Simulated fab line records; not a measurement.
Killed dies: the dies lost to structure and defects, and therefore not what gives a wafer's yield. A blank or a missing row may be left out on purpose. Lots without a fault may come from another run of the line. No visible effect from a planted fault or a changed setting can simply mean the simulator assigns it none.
fab line records ; flow sky130
[record] lots = 6; wafers = 18; last_day = 50
route steps=708 shown METAL1@446 VIA1@458 PAD_OPEN@708
lots that met no fault: from a run of the same line without faults
start_h: the number of hours between the record's first day and the start of the first shown wafer of the lot ; wait_h: time in hours since the lot's previous step ; " unchanged from the row above ; L1.1+2: a single row standing in for several wafers ; - no value, or no start given ; * or withheld: withheld ; < > ~ a bound
route shown NAME@n: NAME is a module with steps in the file, n the number in the route of the first one ; usual: mean/standard deviation taken from wafers without a fault ; same: alike in all rows ; chamber/n: place in a boat ; sites: the reading at each site ; _std_site: their standard deviation ; _edge_site: mean of outer sites minus mean of inner sites ; radius_mm: how far each site lies from the wafer's centre ; mask NAME#n: copy n ; behind: tool/chamber where the wafer was last shaped ; hold: cause of the lot's hold/its duration in hours/its outcome ; device: names the non-switching transistor (n, p or np) ; end of line: the tests these same wafers got at the end of their route ; for a step that has no rows: nothing shown but its recipe ; killed: at the first sort, the dies lost to defects and structure; wafer yield is something else ; map: a wafer's dies, marking killed ones x, the rest . and places with no die _
set.NAME: the setting the step ran with; set.NAME@STEP: the setting that earlier step ran with ; model.NAME: the simulator's own value behind a step, which no gauge read
lots seen at some steps along the route; tables by step, rows by wafer
services: the hour from which a tool's chamber was out of use, counted from the record's first day as start_h (under 0 if before that day), plus the number of hours and why
[[steps]]
[step SKY_METAL1_EXPOSE_12]
[recipe] mask_id = MM1; na = 0.8; source_shape = annular; sigma_inner = 0.55; sigma_outer = 0.85; target_cd_nm = 140; dose_mj = 28
[step SKY_METAL1_PEB_13]
[recipe] peb_temp_c = withheld; peb_time_s = withheld; resist = KrF-thick
[step SKY_METAL1_DEVELOP_14]
[recipe] develop_time_s = 60; resist = KrF-thick; dev_temp_c = 21
[step SKY_METAL1_CD_MEAS_15]
[recipe] target_cd_nm = 140
[usual] cd_nm = 139.3/1.7
lot.wafer;tool;chamber;start_h;wait_h;cd_nm
L374.4;cd_sem-02;-;840.60;-;141.8
L374.5;cd_sem-02;-;840.60;-;140.3
L374.6;cd_sem-02;-;840.60;-;141.7
L375.2;cd_sem-01;-;847.68;-;142.2
L375.4;cd_sem-01;-;847.68;-;143.0
L375.5;cd_sem-01;-;847.68;-;140.3
L380.4;cd_sem-02;-;878.52;-;138.5
L380.5;cd_sem-02;-;878.52;-;134.9
L380.6;cd_sem-02;-;878.52;-;138.0
L381.1;cd_sem-01;-;880.26;-;139.0
L381.3;cd_sem-01;-;880.26;-;139.6
L381.5;cd_sem-01;-;880.26;-;138.4
L384.2;cd_sem-02;-;900.81;-;138.2
L384.3;cd_sem-02;-;900.81;-;139.4
L384.4;cd_sem-02;-;900.81;-;138.6
L389.1;cd_sem-01;-;943.24;-;138.2
L389.2;cd_sem-01;-;943.24;-;137.0
L389.3;cd_sem-01;-;943.24;-;139.8
[step SKY_METAL1_OVL_MEAS_16]
[usual] METAL1_OVL = 1/5.3
lot.wafer;tool;chamber;start_h;wait_h;METAL1_OVL[nm]
L374.4;overlay-02;-;840.68;0.1;2
L374.5;overlay-02;-;840.68;0.1;-5
L374.6;overlay-02;-;840.68;0.1;-3
L375.2;overlay-02;-;847.78;0.1;12
L375.4;overlay-02;-;847.78;0.1;2
L375.5;overlay-02;-;847.78;0.1;7
L380.4;overlay-01;-;878.59;0.1;-1
L380.5;overlay-01;-;878.59;0.1;4
L380.6;overlay-01;-;878.59;0.1;-4
L381.1;overlay-01;-;880.38;0.1;-2
L381.3;overlay-01;-;880.38;0.1;1
L381.5;overlay-01;-;880.38;0.1;-6
L384.2;overlay-01;-;900.91;0.1;0
L384.3;overlay-01;-;900.91;0.1;6
L384.4;overlay-01;-;900.91;0.1;4
L389.1;overlay-02;-;943.36;0.1;-5
L389.2;overlay-02;-;943.36;0.1;0
L389.3;overlay-02;-;943.36;0.1;0
[step SKY_METAL1_DESCUM_17]
[recipe] chemistry = O2; source_power_w = 150; bias_power_w = 0; pressure_mtorr = 10; temp_c = 40; time_s = 8
[usual] drypump_motor_current_A = 5.69/0.27; oes_product_au = 0.993/0.01
lot.wafer;tool;chamber;start_h;wait_h;drypump_motor_current_A;oes_product_au;rf_hours_counter_h
L374.4;rie_metal-02;0;840.71;0.0;5.78;1.000;-
L374.5;rie_metal-02;0;840.71;0.0;5.76;0.997;-
L374.6;rie_metal-02;1;840.71;0.0;5.91;0.997;-
L375.2;rie_metal-03;0;847.81;0.0;5.95;0.977;6
L375.4;rie_metal-03;1;847.81;0.0;5.70;0.978;-
L375.5;rie_metal-03;1;847.81;0.0;5.70;0.983;-
L380.4;rie_metal-02;0;878.62;0.0;5.77;0.988;-
L380.5;rie_metal-02;1;878.62;0.0;5.91;1.004;-
L380.6;rie_metal-02;0;878.62;0.0;5.77;0.994;-
L381.1;rie_metal-04;0;880.41;0.0;5.17;0.979;14
L381.3;rie_metal-04;1;880.41;0.0;5.79;1.016;-
L381.5;rie_metal-04;0;880.41;0.0;5.18;0.985;-
L384.2;rie_metal-04;0;900.94;0.0;5.18;0.978;15
L384.3;rie_metal-04;1;900.94;0.0;5.77;0.998;-
L384.4;rie_metal-04;0;900.94;0.0;5.18;0.980;-
L389.1;rie_metal-04;1;943.39;0.0;5.80;1.007;12
L389.2;rie_metal-04;0;943.39;0.0;5.19;0.994;17
L389.3;rie_metal-04;1;943.39;0.0;5.79;1.002;-
[step SKY_METAL1_ETCH_18]
[recipe] chemistry = N2/H2; target = BARC; ion_energy_ev = 200; bias_w = 100; pressure_mtorr = 30; n2_flow_sccm = 100; h2_flow_sccm = 200; icp_w = 500; stop_on = SiO2; time_s = 45.9; target_depth_a = 600
[usual] drypump_motor_current_A = 5.70/0.28; oes_product_au = 0.855/0.0047; throttle_valve_pct = 13.224/0.0088
lot.wafer;tool;chamber;start_h;wait_h;drypump_motor_current_A;oes_product_au;rf_hours_counter_h;throttle_valve_pct
L374.4;rie_metal-02;0;840.75;0.0;5.73;0.860;-;13.208
L374.5;rie_metal-02;0;840.75;0.0;5.75;0.855;-;13.217
L374.6;rie_metal-02;1;840.75;0.0;5.96;0.857;-;13.219
L375.2;rie_metal-03;0;847.84;0.0;5.96;0.852;6;13.231
L375.4;rie_metal-03;1;847.84;0.0;5.70;0.856;-;13.217
L375.5;rie_metal-03;1;847.84;0.0;5.71;0.859;-;13.219
L380.4;rie_metal-02;0;878.67;0.0;5.75;0.863;-;13.203
L380.5;rie_metal-02;1;878.67;0.0;5.96;0.860;-;13.237
L380.6;rie_metal-02;0;878.67;0.0;5.77;0.866;-;13.232
L381.1;rie_metal-04;0;880.44;0.0;5.15;0.855;14;13.224
L381.3;rie_metal-04;1;880.44;0.0;5.81;0.855;-;13.232
L381.5;rie_metal-04;0;880.44;0.0;5.16;0.855;-;13.221
L384.2;rie_metal-04;0;900.98;0.0;5.20;0.858;15;13.216
L384.3;rie_metal-04;1;900.98;0.0;5.80;0.860;-;13.218
L384.4;rie_metal-04;0;900.98;0.0;5.18;0.855;-;13.236
L389.1;rie_metal-04;1;943.43;0.0;5.79;0.856;12;13.228
L389.2;rie_metal-04;0;943.43;0.0;5.15;0.864;17;13.221
L389.3;rie_metal-04;1;943.43;0.0;5.81;0.861;-;13.241
[step SKY_METAL1_METAL_ETCH_19]
[recipe] target_depth_a = 3600; stop_on = SiO2; over_etch_frac = 0.3; time_s = 78; chemistry = Cl2/BCl3; resist_sidewall_deg = 88; pressure_mtorr = 10; icp_w = 900; bias_w = 48.5; Cl2_flow_sccm = 60; bcl3_flow_sccm = 30
[usual] drypump_motor_current_A = 5.69/0.28; oes_product_au = 0.855/0.0068; throttle_valve_pct = 22.265/0.0084
lot.wafer;tool;chamber;start_h;wait_h;drypump_motor_current_A;oes_product_au;rf_hours_counter_h;throttle_valve_pct
L374.4;rie_metal-02;0;840.82;0.1;5.78;0.856;-;22.256
L374.5;rie_metal-02;0;840.82;0.1;5.80;0.853;-;22.262
L374.6;rie_metal-02;1;840.82;0.1;5.94;0.854;-;22.258
L375.2;rie_metal-03;0;847.91;0.0;5.95;0.853;6;22.272
L375.4;rie_metal-03;1;847.91;0.0;5.71;0.838;-;22.264
L375.5;rie_metal-03;1;847.91;0.0;5.71;0.854;-;22.247
L380.4;rie_metal-02;0;878.74;0.1;5.77;0.865;-;22.253
L380.5;rie_metal-02;1;878.74;0.1;5.91;0.858;-;22.267
L380.6;rie_metal-02;0;878.74;0.1;5.74;0.857;-;22.258
L381.1;rie_metal-04;0;880.51;0.0;5.17;0.852;14;22.271
L381.3;rie_metal-04;1;880.51;0.0;5.76;0.857;-;22.266
L381.5;rie_metal-04;0;880.51;0.0;5.16;0.850;-;22.255
L384.2;rie_metal-04;0;901.04;0.0;5.15;0.855;15;22.273
L384.3;rie_metal-04;1;901.04;0.0;5.76;0.857;-;22.280
L384.4;rie_metal-04;0;901.04;0.0;5.17;0.862;-;22.267
L389.1;rie_metal-04;1;943.49;0.0;5.76;0.851;12;22.281
L389.2;rie_metal-04;0;943.49;0.0;5.18;0.855;17;22.274
L389.3;rie_metal-04;1;943.49;0.0;5.77;0.852;-;22.262
[step SKY_METAL1_STRIP_20]
[recipe] chemistry = O2/N2; power_w = 1400; pressure_mtorr = 1500; platen_temp_c = withheld; o2_flow_sccm = 3000; n2_flow_sccm = 300; overash_fraction = 0.5
[usual] drypump_motor_current_A = 5.6/0.32; oes_product_au = 0.344/0.005; strip_time_to_endpoint_s = 2.73/0.046
lot.wafer;tool;chamber;start_h;wait_h;drypump_motor_current_A;oes_product_au;rf_hours_counter_h;strip_time_to_endpoint_s
L374.4;plasma_asher-04;1;840.91;0.1;5.6;0.342;-;2.74
L374.5;plasma_asher-04;1;840.91;0.1;5.6;0.349;-;2.72
L374.6;plasma_asher-04;0;840.91;0.1;5.3;0.340;-;2.72
L375.2;plasma_asher-02;0;848.00;0.1;6.0;0.349;109;2.79
L375.4;plasma_asher-02;1;848.00;0.1;6.2;0.349;-;2.82
L375.5;plasma_asher-02;1;848.00;0.1;6.2;0.351;-;2.83
L380.4;plasma_asher-04;0;878.83;0.1;5.3;0.351;-;2.76
L380.5;plasma_asher-04;0;878.83;0.1;5.3;0.347;-;2.76
L380.6;plasma_asher-04;1;878.83;0.1;5.6;0.350;-;2.76
L381.1;plasma_asher-04;0;880.60;0.1;5.3;0.354;44;2.81
L381.3;plasma_asher-04;0;880.60;0.1;5.3;0.340;-;2.66
L381.5;plasma_asher-04;0;880.60;0.1;5.3;0.344;-;2.78
L384.2;plasma_asher-02;1;901.13;0.1;6.1;0.344;114;2.79
L384.3;plasma_asher-02;1;901.13;0.1;6.1;0.343;-;2.69
L384.4;plasma_asher-02;0;901.13;0.1;6.0;0.350;-;2.79
L389.1;plasma_asher-01;0;943.58;0.1;5.5;0.346;79;2.68
L389.2;plasma_asher-01;1;943.58;0.1;5.2;0.344;79;2.79
L389.3;plasma_asher-01;1;943.58;0.1;5.2;0.343;-;2.69
[step SKY_METAL1_STRIP_21]
[recipe] chemistry = post_etch_residue_remover; time_s = 1200; temp_c = 72.5
[step SKY_METAL1_CLEAN_22]
[recipe] chemistry = IPA; time_s = 180; temp_c = 25
[step SKY_METAL1_CLEAN_23]
[recipe] chemistry = O3/DIW; dry = n2_spin
[step SKY_VIA1_HDPCVD_00]
[recipe] material = SiO2; target_thk_nm = 1030; sigma_open_frac = 0.3; time_s = 171.7; temp_c = 400; sih4_flow_sccm = 60; pressure_mtorr = 6
[usual] run_length_s = 199.8/0.32; sih4_flow_sccm = 59.99/0.17
lot.wafer;tool;chamber;start_h;wait_h;run_length_s;sih4_flow_sccm;model.SiO2_of_VIA1_HDPCVD_00.thk_nm
L374.4;hdpcvd-02;2;841.54;0.1;200.5;59.84;1028
L374.5;hdpcvd-02;1;841.54;0.1;199.3;60.12;1030
L374.6;hdpcvd-02;0;841.54;0.1;199.6;60.28;1033
L375.2;hdpcvd-02;1;848.59;0.0;199.3;59.96;1029
L375.4;hdpcvd-02;1;848.59;0.0;199.7;60.11;1039
L375.5;hdpcvd-02;2;848.59;0.0;199.9;60.04;1032
L380.4;hdpcvd-02;2;879.45;0.1;221.9;60.07;1153
L380.5;hdpcvd-02;0;879.45;0.1;221.9;59.75;1177
L380.6;hdpcvd-02;1;879.45;0.1;221.9;59.77;1156
L381.1;hdpcvd-02;2;881.19;0.0;221.9;60.00;1158
L381.3;hdpcvd-02;0;881.19;0.0;222.6;59.62;1165
L381.5;hdpcvd-02;2;881.19;0.0;222.3;60.28;1162
L384.2;hdpcvd-01;1;901.74;0.0;199.7;59.94;1014
L384.3;hdpcvd-01;0;901.74;0.0;200.2;59.79;1008
L384.4;hdpcvd-01;1;901.74;0.0;199.5;59.81;1011
L389.1;hdpcvd-01;2;944.18;0.0;199.3;60.03;1053
L389.2;hdpcvd-01;0;944.18;0.0;199.9;60.13;1038
L389.3;hdpcvd-01;0;944.18;0.0;200.3;60.05;1048
[step SKY_VIA1_THK_MEAS_01]
[recipe] reads = SiO2_of_VIA1_HDPCVD_00
[usual] VIA1_HDPCVD_THK = 1029/11
lot.wafer;tool;chamber;start_h;wait_h;VIA1_HDPCVD_THK[nm]
L374.4;film_metro-02;-;841.62;0.0;1029
L374.5;film_metro-02;-;841.62;0.0;1030
L374.6;film_metro-02;-;841.62;0.0;1033
L375.2;film_metro-04;-;848.71;0.1;1028
L375.4;film_metro-04;-;848.71;0.1;1039
L375.5;film_metro-04;-;848.71;0.1;1033
L380.4;film_metro-03;-;879.53;0.0;1153
L380.5;film_metro-03;-;879.53;0.0;1176
L380.6;film_metro-03;-;879.53;0.0;1157
L381.1;film_metro-02;-;881.30;0.1;1158
L381.3;film_metro-02;-;881.30;0.1;1166
L381.5;film_metro-02;-;881.30;0.1;1161
L384.2;film_metro-02;-;901.86;0.1;1014
L384.3;film_metro-02;-;901.86;0.1;1009
L384.4;film_metro-02;-;901.86;0.1;1011
L389.1;film_metro-02;-;944.34;0.1;1053
L389.2;film_metro-02;-;944.34;0.1;1038
L389.3;film_metro-02;-;944.34;0.1;1048
[step SKY_VIA1_CMP_02]
[recipe] material = SiO2; down_force_psi = 4; platen_rpm = 60; pad_velocity_m_s = 0.94248
[usual] motor_current_A = 12.2/1
lot.wafer;tool;chamber;start_h;wait_h;motor_current_A
L374.4;cmp-02;3;841.75;0.1;12.7
L374.5;cmp-02;1;841.75;0.1;11.7
L374.6;cmp-02;2;841.75;0.1;13.4
L375.4;cmp-01;3;848.78;0.0;9.9
L375.2;cmp-01;1;848.78;0.0;12.3
L375.5;cmp-01;0;848.78;0.0;12.1
L380.4;cmp-01;1;879.56;0.0;12.2
L380.6;cmp-01;1;879.56;0.0;11.3
L380.5;cmp-01;2;879.56;0.0;14.1
L381.1;cmp-02;2;881.36;0.1;13.4
L381.3;cmp-02;1;881.36;0.1;11.9
L381.5;cmp-02;3;881.36;0.1;12.4
L384.2;cmp-02;2;901.91;0.0;12.6
L384.3;cmp-02;3;901.91;0.0;11.9
L384.4;cmp-02;1;901.91;0.0;11.5
L389.2;cmp-02;2;944.40;0.0;13.2
L389.1;cmp-02;3;944.40;0.0;12.2
L389.3;cmp-02;0;944.40;0.0;12.3
[step SKY_PAD_OPEN_PROBE_99]
[usual] defect_limited_yield = 81.8/2; killed_at_M0_to_M3 = 44/7.5; killed_at_M4_up = 3.3/1.8; killed_at_contacts = 25/5.9; killed_at_front_end = 16/4.7; killed_at_other = 0.3/0.52; killed_dies = 89/9.9; killed_open = 49/7.8; killed_short = 40/5.8; sort_bin_3_pad_short = 0.9/0.43; sort_bin_5_function = 10.8/1.5; sort_bin_6_memory = 6.4/1.1; sort_n_pass = 403/9.9; sort_yield_pct = 81.8/2
[same] gross_dies = 492; killed_at_back_side = 0; sort_bin_4_leakage[%] = 0; sort_bin_8_speed[%] = 0
lot.wafer;tool;chamber;start_h;wait_h;defect_limited_yield[%];killed_at_M0_to_M3;killed_at_M4_up;killed_at_contacts;killed_at_front_end;killed_at_other;killed_dies;killed_open;killed_short;sort_bin_3_pad_short[%];sort_bin_5_function[%];sort_bin_6_memory[%];sort_n_pass;sort_yield_pct[%]
L380.4;prober-01;-;1162.94;0.2;81.1;41;7;33;12;0;93;50;43;0.6;13.4;4.9;399;81.1
L380.5;prober-01;-;1162.99;0.2;80.3;50;3;29;15;0;97;57;40;0.6;10.8;8.3;395;80.3
L380.6;prober-01;-;1163.04;0.2;83.5;27;7;28;19;0;81;38;43;0.6;9.3;6.5;411;83.5
// killed by level:class
L380.4 CONTACT:geometric_particle:open=15 VIA1:geometric_particle:open=14 VIA2:geometric_particle:short=7 LOCAL_INTERCONNECT:geometric_particle:short=6 CONTACT:geometric_particle:short=5 METAL1:geometric_particle:short=5 VIA4:geometric_particle:open=4 FIELD_ISO:geometric_particle:short=3
L380.5 VIA1:geometric_particle:open=13 VIA3:geometric_particle:open=10 VIA1:geometric_particle:short=9 LI_CONTACT:geometric_particle:open=7 CONTACT:geometric_particle:short=7 CONTACT:geometric_particle:open=7 VIA2:geometric_particle:open=7 FIELD_ISO:geometric_particle:open=5
L380.6 LOCAL_INTERCONNECT:geometric_particle:short=7 CONTACT:geometric_particle:open=7 VIA1:geometric_particle:open=7 METAL4:geometric_particle:short=7 LI_CONTACT:geometric_particle:open=6 LI_CONTACT:geometric_particle:short=5 VIA1:geometric_particle:short=5 FIELD_ISO:geometric_particle:open=4
[[services]]
tool;chamber;start_h;hours;kind
rie_metal-04;1;818.79;1.1;repair
cmp-02;-;848.60;5.0;pm
hdpcvd-01;-;872.91;1.5;repair
cmp-01;-;880.59;1.3;repair
hdpcvd-02;-;902.89;2.1;repair
rie_metal-04;-;907.89;4.0;pm
hdpcvd-02;-;912.21;6.0;pm
cmp-02;-;912.37;4.0;pm
plasma_asher-02;-;913.48;23.6;repair
cmp-02;-;914.12;1.3;repair
cmp-02;-;916.37;-;consumable_replace:conditioner
cmp-02;-;916.37;-;consumable_replace:pad
hdpcvd-02;-;930.42;2.8;pm
hdpcvd-01;1;932.10;15.7;repair
[[key]]
[first_sign] step = SKY_VIA1_HDPCVD_00; reading = run_length_s; direction = up; sigmas = 69; usual = *; struck = *
[effect] step = SKY_VIA1_THK_MEAS_01; reading = VIA1_HDPCVD_THK; direction = up; sigmas = 12; usual = 1029; struck = 1162
[model_effect] step = SKY_VIA1_HDPCVD_00; value = SiO2_of_VIA1_HDPCVD_00.thk_nm; without = 1028; struck = 1162
met_at SKY_VIA1_HDPCVD_00
struck_wafers L380.4,L380.5,L380.6,L381.1,L381.3,L381.5
onset_between 848.59 879.45
[fault] kind = process_parameter_drift; tool = hdpcvd-02; chamber = -; onset_h = 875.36; steps = SKY_VIA1_HDPCVD_00; channel = time_s; offset = *; shape = step; end_h = 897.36; acts_in = *; stated = *
